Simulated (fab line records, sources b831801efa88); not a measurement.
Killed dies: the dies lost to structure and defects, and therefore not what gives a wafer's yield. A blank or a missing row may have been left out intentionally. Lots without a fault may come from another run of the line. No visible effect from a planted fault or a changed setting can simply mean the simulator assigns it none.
The tool behind it: which one? ; flow sky130 ; at 1 step of a route of 708, 12 lots with 36 wafers sampled

WHAT THE GAUGES READ, wafer by wafer
SKY_FIELD_ISO_THK_MEAS_02.
lot;measured;on;FIELD_ISO_OXIDATION_00_THK (nm)
L075;day 1 17:43;filmMetro-04;12.16 12.09 12.31
L077;day 2 03:17;filmMetro-04;11.67 11.89 11.68
L079;day 2 13:09;filmMetro-01;11.74 11.86 11.88
L081;day 2 23:47;filmMetro-04;12.16 12.11 12.15
L083;day 3 08:38;filmMetro-01;11.99 12.17 12.03
L085;day 3 19:13;filmMetro-01;11.83 11.77 11.90
L087;day 4 04:39;filmMetro-03;11.87 12.02 11.92
L089;day 4 15:55;filmMetro-03;11.82 11.78 11.88
L091;day 5 01:46;filmMetro-03;11.46 11.74 11.48
L093;day 5 10:38;filmMetro-01;11.91 12.00 12.04
L095;day 5 21:49;filmMetro-03;11.74 11.79 11.65
L097;day 6 07:20;filmMetro-03;11.81 11.98 11.93

TOOL THAT RAN EACH LOT (tool first, then ch and the chambers of the sampled wafers, then the start)
There is no process step in the record ahead of these readings.

THE ANSWER, worked out from the rows above alone
Rule: usual is defined by the lots themselves. Put in order of their means at a reading, lots are off if they are a third of the lots or fewer, leave a main group of 4 or more, and stand apart from it by a gap of 3 or more times the standard deviation of the main group's means; of several such gaps the widest counts. A main group whose means are all the same, to the digits that the tables above print for the reading, isn't used. Also off: a lot with no number at a reading for which 4 or more lots have one. The other lots that the step has rows for count as sound.
None of the lots is off at any reading shown; this tells nothing.

WHAT THE SIMULATOR PUT IN
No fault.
